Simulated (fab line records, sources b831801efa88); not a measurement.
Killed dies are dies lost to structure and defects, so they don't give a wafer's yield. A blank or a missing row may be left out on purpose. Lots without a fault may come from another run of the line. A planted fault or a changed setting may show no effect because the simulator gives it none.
Which tool did it? | flow sky130 | 24 lots, 72 wafers sampled, at 6 steps of a route of 708

WHAT THE GAUGES READ, wafer by wafer
SKY_VIA4_RS_MEAS_19: measures by four-point-probe. Usual: VIA4_W_RS 0.2282 ohm/sq, standard deviation 0.0026.
lot  | measured     | on            | VIA4_W_RS (ohm/sq)   | flag
L074 | day 42 23:26 | film_metro-02 | 0.2276 0.2263 0.2305 |
L075 | day 43 05:53 | film_metro-02 | 0.2311 0.2307 0.2294 |
L076 | day 43 11:49 | film_metro-01 | 0.2300 0.2327 0.2298 |
L077 | day 44 01:41 | film_metro-01 | 0.2308 0.2302 0.2304 |
L079 | day 44 17:28 | film_metro-04 | 0.2266 0.2245 0.2319 |
L078 | day 44 21:11 | film_metro-01 | 0.2249 0.2261 0.2248 |
L080 | day 45 00:04 | film_metro-01 | 0.2270 0.2227 0.2305 |
L081 | day 45 01:05 | film_metro-01 | 0.2239 0.2244 0.2303 |
L082 | day 45 02:16 | film_metro-02 | 0.2273 0.2257 0.2237 |
L083 | day 45 13:52 | film_metro-01 | 0.2301 0.2284 0.2260 |
L084 | day 45 22:03 | film_metro-04 | 0.2301 0.2331 0.2279 |
L085 | day 46 01:16 | film_metro-01 | 0.2299 0.2272 0.2308 |
L086 | day 46 06:48 | film_metro-01 | 0.2288 0.2303 0.2327 |
L087 | day 46 08:54 | film_metro-01 | 0.2296 0.2314 0.2270 |
L088 | day 46 16:24 | film_metro-01 | 0.2301 0.2249 0.2262 |
L089 | day 46 17:43 | film_metro-04 | 0.2308 0.2281 0.2312 |
L090 | day 47 07:13 | film_metro-02 | 0.2238 0.2304 0.2250 |
L091 | day 47 12:52 | film_metro-02 | 0.2298 0.2264 0.2250 |
L092 | day 47 16:15 | film_metro-01 | 0.2326 0.2325 0.2282 |
L093 | day 47 22:20 | film_metro-01 | 0.2281 0.2306 0.2313 |
L095 | day 48 07:50 | film_metro-04 | 0.2258 0.2262 0.2251 |
L094 | day 48 11:19 | film_metro-01 | 0.2265 0.2249 0.2250 |
L096 | day 48 16:27 | film_metro-01 | 0.2250 0.2221 0.2233 |
L097 | day 48 20:49 | film_metro-01 | 0.2265 0.2303 0.2276 |

SKY_VIA4_THK_MEAS_20: measures by xrf. Usual: VIA4_W_THK 499 nm, standard deviation 8.
lot  | measured     | on            | VIA4_W_THK (nm) | flag
L074 | day 42 23:33 | film_metro-02 | 489 488 480     |
L075 | day 43 06:01 | film_metro-02 | 482 484 484     |
L076 | day 43 11:56 | film_metro-01 | 498 492 503     |
L077 | day 44 01:47 | film_metro-01 | 497 492 495     |
L079 | day 44 17:35 | film_metro-04 | 510 513 496     |
L078 | day 44 21:17 | film_metro-01 | 505 502 503     |
L080 | day 45 00:11 | film_metro-01 | 508 517 497     |
L081 | day 45 01:12 | film_metro-01 | 514 511 500     |
L082 | day 45 02:21 | film_metro-02 | 486 492 492     |
L083 | day 45 13:59 | film_metro-01 | 499 504 510     |
L084 | day 45 22:08 | film_metro-04 | 504 494 507     |
L085 | day 46 01:23 | film_metro-01 | 500 507 498     |
L086 | day 46 06:54 | film_metro-01 | 501 499 493     |
L087 | day 46 09:01 | film_metro-01 | 500 494 507     |
L088 | day 46 16:31 | film_metro-01 | 498 511 510     |
L089 | day 46 17:50 | film_metro-04 | 498 507 495     |
L090 | day 47 07:20 | film_metro-02 | 499 484 496     |
L091 | day 47 12:58 | film_metro-02 | 486 492 496     |
L092 | day 47 16:22 | film_metro-01 | 495 495 506     |
L093 | day 47 22:27 | film_metro-01 | 502 500 502     |
L095 | day 48 07:56 | film_metro-04 | 503 507 507     |
L094 | day 48 11:26 | film_metro-01 | 500 508 503     |
L096 | day 48 16:34 | film_metro-01 | 504 513 507     |
L097 | day 48 20:55 | film_metro-01 | 503 496 502     |

WHICH TOOL RAN EACH LOT (tool, then ch and the chambers of the sampled wafers, then the start)
lot  | SKY_VIA2_SPUTTER_20          | SKY_METAL3_SPUTTER_03        | SKY_VIA3_CMP_02               | SKY_VIA3_ETCH_15
L074 | pvd_sputter-04, day 36 11:32 | pvd_sputter-02, day 36 12:18 | cmp-02 ch 1,2, day 38 16:40   | rie_diel-04 ch 1,2, day 39 18:08
L075 | pvd_sputter-02, day 36 21:10 | pvd_sputter-01, day 36 21:55 | cmp-02 ch 0,1,2, day 39 02:05 | rie_diel-02 ch 0,1,2, day 40 03:32
L076 | pvd_sputter-03, day 36 23:07 | pvd_sputter-02, day 36 23:52 | cmp-02 ch 0,2, day 39 05:41   | rie_diel-04 ch 0,1,3, day 40 07:29
L077 | pvd_sputter-03, day 37 16:55 | pvd_sputter-02, day 37 17:40 | cmp-02 ch 1,2, day 39 22:57   | rie_diel-01 ch 0,1,3, day 40 22:50
L079 | pvd_sputter-03, day 38 11:39 | pvd_sputter-02, day 38 12:25 | cmp-02 ch 0,1,3, day 40 16:57 | rie_diel-04 ch 0,3, day 41 17:41
L078 | pvd_sputter-03, day 38 13:55 | pvd_sputter-04, day 38 14:40 | cmp-01 ch 1,3, day 40 19:08   | rie_diel-01 ch 0,3, day 41 20:21
L080 | pvd_sputter-03, day 38 18:13 | pvd_sputter-02, day 38 19:05 | cmp-02 ch 2,3, day 40 22:23   | rie_diel-04 ch 0,3, day 41 22:45
L081 | pvd_sputter-02, day 38 19:45 | pvd_sputter-01, day 38 20:38 | cmp-02 ch 0,1,2, day 40 23:50 | rie_diel-02 ch 1,2, day 42 00:00
L082 | pvd_sputter-02, day 38 21:19 | pvd_sputter-01, day 38 22:11 | cmp-02 ch 0,1, day 41 01:17   | rie_diel-01 ch 1,2, day 42 01:59
L083 | pvd_sputter-04, day 39 08:29 | pvd_sputter-01, day 39 09:23 | cmp-02 ch 0,2,3, day 41 12:46 | rie_diel-04 ch 0,2,3, day 42 13:12
L084 | pvd_sputter-02, day 39 18:14 | pvd_sputter-04, day 39 18:59 | cmp-02 ch 0,1, day 41 22:21   | rie_diel-04 ch 0,1,2, day 42 22:53
L085 | pvd_sputter-02, day 39 23:25 | pvd_sputter-04, day 40 00:10 | cmp-01 ch 0,3, day 42 02:52   | rie_diel-01 ch 0,1,3, day 43 02:21
L086 | pvd_sputter-02, day 40 07:11 | pvd_sputter-04, day 40 07:56 | cmp-02 ch 0,2,3, day 42 10:02 | rie_diel-02 ch 2,3, day 43 09:09
L087 | pvd_sputter-03, day 40 07:50 | pvd_sputter-04, day 40 08:35 | cmp-02 ch 0,1,3, day 42 10:46 | rie_diel-04 ch 2,3, day 43 10:45
L088 | pvd_sputter-03, day 40 18:15 | pvd_sputter-02, day 40 19:00 | cmp-01 ch 1,2,3, day 42 20:47 | rie_diel-04 ch 1,3, day 43 19:13
L089 | pvd_sputter-03, day 40 19:28 | pvd_sputter-01, day 40 20:13 | cmp-02 ch 1,2, day 42 21:40   | rie_diel-04 ch 1,3, day 43 20:50
L090 | pvd_sputter-04, day 41 09:54 | pvd_sputter-02, day 41 10:40 | cmp-02 ch 0,1, day 43 12:28   | rie_diel-02 ch 1,2,3, day 44 10:47
L091 | pvd_sputter-04, day 41 15:34 | pvd_sputter-02, day 41 16:19 | cmp-02 ch 0,2, day 43 17:35   | rie_diel-01 ch 2,3, day 44 16:26
L092 | pvd_sputter-04, day 41 21:21 | pvd_sputter-04, day 41 22:14 | cmp-01 ch 0,1,2, day 43 22:24 | rie_diel-02 ch 0,2,3, day 44 21:00
L093 | pvd_sputter-04, day 42 04:09 | pvd_sputter-01, day 42 04:54 | cmp-02 ch 0,1,2, day 44 05:13 | rie_diel-04 ch 1,2, day 45 03:39
L095 | pvd_sputter-03, day 42 15:47 | pvd_sputter-04, day 42 16:38 | cmp-01 ch 0,1,2, day 44 16:16 | rie_diel-01 ch 1,2, day 45 15:20
L094 | pvd_sputter-04, day 42 21:00 | pvd_sputter-04, day 42 21:46 | cmp-02 ch 0,1,3, day 44 20:29 | rie_diel-01 ch 2,3, day 45 18:44
L096 | pvd_sputter-04, day 43 01:50 | pvd_sputter-01, day 43 03:04 | cmp-01 ch 0,2,3, day 45 01:09 | rie_diel-01 ch 1,2,3, day 45 23:02
L097 | pvd_sputter-04, day 43 07:17 | pvd_sputter-01, day 43 08:03 | cmp-01 ch 1,2,3, day 45 06:11 | rie_diel-04 ch 1,2,3, day 46 03:54
- SKY_VIA2_SPUTTER_20: material TiN, target thk 20 nm, time 80 s.
- SKY_METAL3_SPUTTER_03: material Ti, target thk 5 nm, time 3.3 s.
- SKY_VIA3_CMP_02: polishes SiO2.
- SKY_VIA3_ETCH_15: etches SiO2 in C4F8/O2/Ar, stops on TiN, target depth 507 nm, time 78 s.

WHAT THE TOOLS THEMSELVES READ (means of the sampled wafers that have a number; where no wafer has one, the mark that the record gives instead)
SKY_VIA2_SPUTTER_20. Usual: throttle_valve_pct 29.9 %, standard deviation 0.73.
lot  | tool           | throttle_valve_pct (%) | flag
L074 | pvd_sputter-04 | 29.2                   |
L075 | pvd_sputter-02 | 30.1                   |
L076 | pvd_sputter-03 | 29.5                   |
L077 | pvd_sputter-03 | 29.7                   |
L079 | pvd_sputter-03 | 29.4                   |
L078 | pvd_sputter-03 | 29.0                   |
L080 | pvd_sputter-03 | 29.7                   |
L081 | pvd_sputter-02 | 30.2                   |
L082 | pvd_sputter-02 | 29.8                   |
L083 | pvd_sputter-04 | 30.0                   |
L084 | pvd_sputter-02 | 29.9                   |
L085 | pvd_sputter-02 | 30.3                   |
L086 | pvd_sputter-02 | 30.4                   |
L087 | pvd_sputter-03 | 29.6                   |
L088 | pvd_sputter-03 | 29.4                   |
L089 | pvd_sputter-03 | 29.7                   |
L090 | pvd_sputter-04 | 29.4                   |
L091 | pvd_sputter-04 | 30.4                   |
L092 | pvd_sputter-04 | 29.9                   |
L093 | pvd_sputter-04 | 30.2                   |
L095 | pvd_sputter-03 | 29.3                   |
L094 | pvd_sputter-04 | 30.2                   |
L096 | pvd_sputter-04 | 30.6                   |
L097 | pvd_sputter-04 | 29.6                   |

SKY_METAL3_SPUTTER_03. Usual: throttle_valve_pct 30.5 %, standard deviation 0.85.
lot  | tool           | throttle_valve_pct (%) | flag
L074 | pvd_sputter-02 | 30.3                   |
L075 | pvd_sputter-01 | 30.6                   |
L076 | pvd_sputter-02 | 30.4                   |
L077 | pvd_sputter-02 | 30.1                   |
L079 | pvd_sputter-02 | 30.3                   |
L078 | pvd_sputter-04 | 29.7                   |
L080 | pvd_sputter-02 | 30.2                   |
L081 | pvd_sputter-01 | 30.3                   |
L082 | pvd_sputter-01 | 30.2                   |
L083 | pvd_sputter-01 | 30.4                   |
L084 | pvd_sputter-04 | 30.6                   |
L085 | pvd_sputter-04 | 29.8                   |
L086 | pvd_sputter-04 | 30.6                   |
L087 | pvd_sputter-04 | 29.9                   |
L088 | pvd_sputter-02 | 30.6                   |
L089 | pvd_sputter-01 | 30.5                   |
L090 | pvd_sputter-02 | 30.0                   |
L091 | pvd_sputter-02 | 30.2                   |
L092 | pvd_sputter-04 | 30.0                   |
L093 | pvd_sputter-01 | 30.9                   |
L095 | pvd_sputter-04 | 30.0                   |
L094 | pvd_sputter-04 | 30.5                   |
L096 | pvd_sputter-01 | 31.3                   |
L097 | pvd_sputter-01 | 31.3                   |

SKY_VIA3_CMP_02. Usual: motor_current_A 12.1 A, standard deviation 1.2.
lot  | tool   | motor_current_A (A) | flag
L074 | cmp-02 | 12.6                |
L075 | cmp-02 | 12.0                |
L076 | cmp-02 | 11.9                |
L077 | cmp-02 | 12.6                |
L079 | cmp-02 | 11.8                |
L078 | cmp-01 | 14.0                |
L080 | cmp-02 | 11.1                |
L081 | cmp-02 | 11.9                |
L082 | cmp-02 | 12.5                |
L083 | cmp-02 | 11.3                |
L084 | cmp-02 | 12.4                |
L085 | cmp-01 | 13.2                |
L086 | cmp-02 | 11.3                |
L087 | cmp-02 | 11.4                |
L088 | cmp-01 | 13.0                |
L089 | cmp-02 | 12.8                |
L090 | cmp-02 | 11.7                |
L091 | cmp-02 | 12.5                |
L092 | cmp-01 | 12.5                |
L093 | cmp-02 | 12.4                |
L095 | cmp-01 | 12.4                |
L094 | cmp-02 | 11.4                |
L096 | cmp-01 | 12.5                |
L097 | cmp-01 | 13.7                |

SKY_VIA3_ETCH_15. Usual: oes_product_au 0.946 a.u., standard deviation 0.0049.
lot  | tool        | oes_product_au (a.u.) | flag
L074 | rie_diel-04 | 0.946                 |
L075 | rie_diel-02 | 0.947                 |
L076 | rie_diel-04 | 0.943                 |
L077 | rie_diel-01 | 0.943                 |
L079 | rie_diel-04 | 0.943                 |
L078 | rie_diel-01 | 0.945                 |
L080 | rie_diel-04 | 0.946                 |
L081 | rie_diel-02 | 0.952                 |
L082 | rie_diel-01 | 0.949                 |
L083 | rie_diel-04 | 0.947                 |
L084 | rie_diel-04 | 0.940                 |
L085 | rie_diel-01 | 0.950                 |
L086 | rie_diel-02 | 0.946                 |
L087 | rie_diel-04 | 0.950                 |
L088 | rie_diel-04 | 0.944                 |
L089 | rie_diel-04 | 0.947                 |
L090 | rie_diel-02 | 0.945                 |
L091 | rie_diel-01 | 0.945                 |
L092 | rie_diel-02 | 0.945                 |
L093 | rie_diel-04 | 0.946                 |
L095 | rie_diel-01 | 0.949                 |
L094 | rie_diel-01 | 0.945                 |
L096 | rie_diel-01 | 0.941                 |
L097 | rie_diel-04 | 0.946                 |

THE ANSWER, worked out from the rows above alone
Rule: a lot is off if the mean of its wafers that have a number lies more than 3 standard deviations from the usual mean. A lot without any number at a reading at which 4 lots or more have one is off too. The other lots that the step has rows for count as sound. The gauges are gone through in route order, then the tools' own readings, and for those a lot's mean is taken as printed above. The first step at which some lot is off is used, and at that step the reading that is off furthest; a lot without a number counts as furthest.
No lot is off at any reading shown: from this, nothing can be told.

WHAT THE SIMULATOR HAD PUT IN
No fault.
